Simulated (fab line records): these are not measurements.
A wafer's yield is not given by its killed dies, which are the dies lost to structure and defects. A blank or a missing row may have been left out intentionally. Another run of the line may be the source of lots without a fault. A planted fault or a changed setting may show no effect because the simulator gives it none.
fab line records    flow sky130
record: lots: 5  wafers: 15  last_day: 50
route steps=708 shown PWDE@84 VT_ADJUST_HVTP@85 VT_ADJUST_LVTN@97
lots untouched by any fault: they come from a run of this same line in which no faults occurred
start_h: the number of hours between the record's first day and the start of the first shown wafer of the lot    wait_h: hours elapsed since this lot's preceding step    " as in the row above    L1.1+2: a row that stands for several wafers    - either no value or no given start    * or withheld: withheld    < > ~ a bound
route shown NAME@n: names a module that has steps shown in the file, with the first one's number in the route    usual: mean/standard deviation of fault-free wafers    same: alike in all rows    chamber/n: place in a boat    sites: readings site by site    _std_site: the standard deviation of these    _edge_site: outer sites' mean less inner sites'    radius_mm: how far each site lies from the wafer's centre    mask NAME#n: copy n    behind: the tool/chamber that last shaped the wafer    hold: why the lot was held/for how many hours/how that ended    device: which transistor (n, p or np) failed to switch    end of line: at the end of the route, the tests of the same wafers    a step without rows: its recipe alone    killed: dies that structure and defects cost at the first sort, which is not the same as the wafer's yield    map: the dies of a wafer, with x for killed, . for not killed, _ for no die there
set.NAME: the setting the step ran with; set.NAME@STEP: the setting that earlier step ran with    model.NAME: the simulator's own value behind a step, which no gauge read
certain route steps with their lots: each step a table, each wafer a row
services: a tool's chamber out of use, with start hour (start_h, from the record's first day; less than 0 if before it), hours out, and reason
== steps ==
step: SKY_NWELL_RS_MEAS_31
recipe: thk_meas_gauge: four-point-probe
usual: PWDE_RS: 5274/23
lot.wafer  tool           chamber  start_h  wait_h  PWDE_RS[ohm/sq]
L388.1     film_metro-04  -        116.24   0.1     5247
L388.5     "              -        "        "       5264
L388.6     "              -        "        "       5225
L395.1     film_metro-02  -        156.94   0.1     5266
L395.2     "              -        "        "       5291
L395.3     "              -        "        "       5270
L397.2     film_metro-04  -        169.03   0.1     5278
L397.3     "              -        "        "       5280
L397.6     "              -        "        "       5291
L405.1     film_metro-04  -        222.57   0.1     5259
L405.2     "              -        "        "       5260
L405.5     "              -        "        "       5253
L408.1     film_metro-04  -        242.62   0.1     5253
L408.4     "              -        "        "       5270
L408.5     "              -        "        "       5260
step: SKY_VT_ADJUST_HVTP_DEHYDRATE_00
recipe: temp_c: 200  time_s: 60
step: SKY_VT_ADJUST_HVTP_HMDS_01
recipe: prime_time_s: 60  prime_temp_c: 120
step: SKY_VT_ADJUST_HVTP_COAT_02
recipe: resist: NOVOLAK  spin_rpm: 3000  resist_thk_nm: 1140
step: SKY_VT_ADJUST_HVTP_SOFTBAKE_03
recipe: temp_c: 90  time_s: 60  resist: NOVOLAK
step: SKY_VT_ADJUST_HVTP_EXPOSE_04
recipe: mask_id: HVTPM  na: 0.6  source_shape: conventional  sigma_outer: 0.6  polarization: unpolarized  target_cd_nm: 380  dose_mj: 140
step: SKY_VT_ADJUST_HVTP_PEB_05
recipe: temp_c: withheld  time_s: *  resist: NOVOLAK
step: SKY_VT_ADJUST_HVTP_DEVELOP_06
recipe: resist: NOVOLAK  developer: TMAH  develop_time_s: 60  dev_temp_c: 23
step: SKY_VT_ADJUST_HVTP_CD_MEAS_07
recipe: target_cd_nm: 380
usual: cd_nm: 379.7/2.5
lot.wafer  tool       chamber  start_h  wait_h  cd_nm
L388.1     cd_sem-01  -        135.10   0.1     377.3
L388.5     "          -        "        "       376.3
L388.6     "          -        "        "       376.7
L395.1     cd_sem-01  -        177.38   0.1     377.7
L395.2     "          -        "        "       376.7
L395.3     "          -        "        "       378.0
L397.2     cd_sem-02  -        189.77   0.1     377.2
L397.3     "          -        "        "       376.7
L397.6     "          -        "        "       374.3
L405.1     cd_sem-02  -        245.15   0.1     380.0
L405.2     "          -        "        "       377.5
L405.5     "          -        "        "       377.5
L408.1     cd_sem-02  -        266.15   0.1     379.9
L408.4     "          -        "        "       379.5
L408.5     "          -        "        "       379.1
step: SKY_VT_ADJUST_HVTP_OVL_MEAS_08
usual: VT_ADJUST_HVTP_OVL: -0.3/1.3
lot.wafer  tool        chamber  start_h  wait_h  VT_ADJUST_HVTP_OVL[nm]
L388.1     overlay-01  -        135.22   0.1     0.6
L388.5     "           -        "        "       -0.4
L388.6     "           -        "        "       0.2
L395.1     overlay-02  -        177.50   0.1     -0.9
L395.2     "           -        "        "       -1.5
L395.3     "           -        "        "       -0.8
L397.2     overlay-02  -        189.88   0.1     -1.1
L397.3     "           -        "        "       -0.2
L397.6     "           -        "        "       1.4
L405.1     overlay-01  -        245.27   0.1     2.4
L405.2     "           -        "        "       -0.2
L405.5     "           -        "        "       2.7
L408.1     overlay-02  -        266.27   0.1     -1.6
L408.4     "           -        "        "       -0.3
L408.5     "           -        "        "       -1.9
step: SKY_VT_ADJUST_HVTP_IMPLANT_09
recipe: species: As  energy_kev: 150  dose_cm2: 4.3e+12  tilt_deg: withheld
step: SKY_VT_ADJUST_HVTP_STRIP_10
recipe: chemistry: O2/N2  power_w: 1400  pressure_mtorr: 1500  platen_temp_c: withheld  o2_flow_sccm: 3000  n2_flow_sccm: 300  overash_fraction: 0.5
usual: drypump_motor_current_A: 5.7/0.42  oes_product_au: 0.716/0.0044  strip_time_to_endpoint_s: 14.18/0.042
same: overash_fraction: 0.5
lot.wafer  tool             chamber  start_h  wait_h  drypump_motor_current_A  oes_product_au  rf_hours_counter_h  strip_time_to_endpoint_s  model.NOVOLAK_of_VT_ADJUST_HVTP_COAT_02.thk_nm
L388.1     plasma_asher-02  0        135.41   0.1     5.6                      0.718           50                  14.11                     0
L388.5     "                1        "        "       5.3                      0.712           -                   14.14                     0
L388.6     "                0        "        "       5.6                      0.715           -                   14.11                     0
L395.1     plasma_asher-01  1        177.68   0.1     5.3                      0.715           37                  14.17                     0
L395.2     "                0        "        "       6.0                      0.711           37                  14.19                     0
L395.3     "                1        "        "       5.3                      0.709           -                   14.18                     0
L397.2     plasma_asher-02  0        190.06   0.1     5.6                      0.944           55                  -                         357.2
L397.3     "                0        "        "       5.6                      0.946           -                   -                         357.4
L397.6     "                0        "        "       5.6                      0.934           -                   -                         357.3
L405.1     plasma_asher-02  1        245.46   0.1     5.3                      0.720           61                  14.23                     0
L405.2     "                0        "        "       5.7                      0.716           61                  14.19                     0
L405.5     "                0        "        "       5.6                      0.720           -                   14.20                     0
L408.1     plasma_asher-01  0        266.46   0.1     6.0                      0.714           45                  14.15                     0
L408.4     "                1        "        "       5.3                      0.717           -                   14.15                     0
L408.5     "                1        "        "       5.3                      0.722           -                   14.15                     0
step: SKY_VT_ADJUST_HVTP_TW_MEAS_11
usual: VT_ADJUST_HVTP_TW: 1337/15
lot.wafer  tool           chamber  start_h  wait_h  VT_ADJUST_HVTP_TW
L388.1     film_metro-03  -        135.51   0.1     1323
L388.5     "              -        "        "       1326
L388.6     "              -        "        "       1321
L395.1     film_metro-01  -        177.78   0.1     1338
L395.2     "              -        "        "       1338
L395.3     "              -        "        "       1338
L397.2     film_metro-03  -        190.17   0.1     1327
L397.3     "              -        "        "       1331
L397.6     "              -        "        "       1323
L405.1     film_metro-03  -        245.56   0.1     1335
L405.2     "              -        "        "       1339
L405.5     "              -        "        "       1342
L408.1     film_metro-01  -        266.56   0.1     1320
L408.4     "              -        "        "       1331
L408.5     "              -        "        "       1326
step: SKY_VT_ADJUST_LVTN_DEHYDRATE_00
recipe: temp_c: 200  time_s: 60
step: SKY_VT_ADJUST_LVTN_HMDS_01
recipe: prime_time_s: 60  prime_temp_c: 120
step: SKY_VT_ADJUST_LVTN_COAT_02
recipe: spin_rpm: 2000  resist_thk_nm: 3000
step: SKY_VT_ADJUST_LVTN_SOFTBAKE_03
recipe: temp_c: 110  time_s: withheld
step: SKY_VT_ADJUST_LVTN_EXPOSE_04
recipe: mask_id: NWM_COMPLEMENT_LESS_NATIVE  na: 0.6  source_shape: conventional  sigma_outer: 0.6  polarization: unpolarized  target_cd_nm: 840  dose_mj: 194
step: SKY_VT_ADJUST_LVTN_PEB_05
recipe: temp_c: 115  time_s: withheld
step: SKY_VT_ADJUST_LVTN_DEVELOP_06
recipe: wall_angle_deg: 90  developer: TMAH  develop_time_s: 60  dev_temp_c: 23
step: SKY_VT_ADJUST_LVTN_OVL_MEAS_07
usual: VT_ADJUST_LVTN_OVL: -0.3/1.2
lot.wafer  tool        chamber  start_h  wait_h  VT_ADJUST_LVTN_OVL[nm]
L388.1     overlay-01  -        154.45   -       1.1
L388.5     "           -        "        "       -1.1
L388.6     "           -        "        "       0.5
L395.1     overlay-01  -        198.61   -       -0.7
L395.2     "           -        "        "       -0.3
L395.3     "           -        "        "       -0.3
L397.2     overlay-01  -        211.91   -       -0.6
L397.3     "           -        "        "       -0.7
L397.6     "           -        "        "       -0.3
L405.1     overlay-01  -        268.75   -       -0.5
L405.2     "           -        "        "       -0.1
L405.5     "           -        "        "       -1.0
L408.1     overlay-01  -        290.63   -       -0.8
L408.4     "           -        "        "       0.6
L408.5     "           -        "        "       -0.7
step: SKY_VT_ADJUST_LVTN_IMPLANT_08
recipe: species: B  energy_kev: 30  dose_cm2: 1.57e+12  tilt_deg: withheld
step: SKY_VT_ADJUST_LVTN_STRIP_09
recipe: chemistry: O2/N2  power_w: 1400  pressure_mtorr: 1500  platen_temp_c: withheld  o2_flow_sccm: 3000  n2_flow_sccm: 300  overash_fraction: 0.5
usual: drypump_motor_current_A: 5.4/0.45  oes_product_au: 0.722/0.005  strip_time_to_endpoint_s: 36.92/0.087
same: overash_fraction: 0.5
lot.wafer  tool             chamber  start_h  wait_h  drypump_motor_current_A  oes_product_au  rf_hours_counter_h  strip_time_to_endpoint_s
L388.1     plasma_asher-02  0        154.64   0.1     5.6                      0.721           52                  36.84
L388.5     "                1        "        "       5.3                      0.724           -                   36.86
L388.6     "                0        "        "       5.6                      0.723           -                   36.87
L395.1     plasma_asher-03  0        198.80   0.1     4.7                      0.717           54                  36.92
L395.2     "                1        "        "       5.9                      0.722           54                  36.94
L395.3     "                1        "        "       5.9                      0.722           -                   36.93
L397.2     plasma_asher-01  0        212.09   0.1     6.0                      0.716           40                  42.25
L397.3     "                1        "        "       5.3                      0.726           -                   42.20
L397.6     "                1        "        "       5.3                      0.726           -                   42.29
L405.1     plasma_asher-02  1        268.93   0.1     5.2                      0.728           63                  36.79
L405.2     "                0        "        "       5.7                      0.723           63                  36.81
L405.5     "                0        "        "       5.6                      0.716           -                   36.72
L408.1     plasma_asher-03  1        290.82   0.1     5.9                      0.726           63                  36.87
L408.4     "                0        "        "       4.7                      0.718           -                   36.78
L408.5     "                0        "        "       4.7                      0.720           -                   36.75
step: SKY_VT_ADJUST_LVTN_TW_MEAS_10
usual: VT_ADJUST_LVTN_TW: 238.1/1.5
lot.wafer  tool           chamber  start_h  wait_h  VT_ADJUST_LVTN_TW
L388.1     film_metro-04  -        154.74   0.1     239.9
L388.5     "              -        "        "       239.0
L388.6     "              -        "        "       239.0
L395.1     film_metro-04  -        198.90   0.1     240.3
L395.2     "              -        "        "       239.5
L395.3     "              -        "        "       240.6
L397.2     film_metro-01  -        212.20   0.1     29.7
L397.3     "              -        "        "       29.6
L397.6     "              -        "        "       29.6
L405.1     film_metro-04  -        269.03   0.1     238.7
L405.2     "              -        "        "       240.3
L405.5     "              -        "        "       240.4
L408.1     film_metro-04  -        290.92   0.1     238.9
L408.4     "              -        "        "       238.6
L408.5     "              -        "        "       237.4
step: SKY_VT_ADJUST_LVTN_DEHYDRATE_11
recipe: temp_c: 200  time_s: 60
== services ==
tool             chamber  start_h  hours  kind
plasma_asher-03  -        145.03   2.8    pm
plasma_asher-02  -        168.98   0.7    repair
plasma_asher-01  -        221.84   5.4    repair
== key ==
first_sign: step: SKY_VT_ADJUST_HVTP_STRIP_10  reading: oes_product_au  direction: up  sigmas: 51  usual: 0.716  struck: 0.941
effect: step: SKY_VT_ADJUST_LVTN_STRIP_09  reading: strip_time_to_endpoint_s  direction: up  sigmas: 61  usual: *  struck: *
effect: step: SKY_VT_ADJUST_LVTN_TW_MEAS_10  reading: VT_ADJUST_LVTN_TW  direction: down  sigmas: 99+  usual: 238.1  struck: 29.6
model_effect: step: SKY_VT_ADJUST_HVTP_STRIP_10  value: NOVOLAK_of_VT_ADJUST_HVTP_COAT_02.thk_nm  without: 0  struck: 357.3
met_at SKY_VT_ADJUST_HVTP_STRIP_10
struck_wafers L397.2,L397.3,L397.6
sort_left_out L397.2,L397.3,L397.6
tester_left_out L397
onset_between 135.41 190.06
fault: kind: strip_aborted  tool: plasma_asher-02  chamber: -  onset_h: 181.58  steps: SKY_VT_ADJUST_HVTP_STRIP_10  offset: 0.58971  end_h: 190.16
tester_left_out: of these lots the tester's yield and bins aren't shown, on N5 and GAA mostly nor the transistor test; their killed dies are dies lost to structure and defects alone, not to doping, threshold or leakage, so they don't give the yield
sort_left_out: the simulated sort isn't trusted on such a fault, so these wafers' sort isn't shown, and their yield isn't known
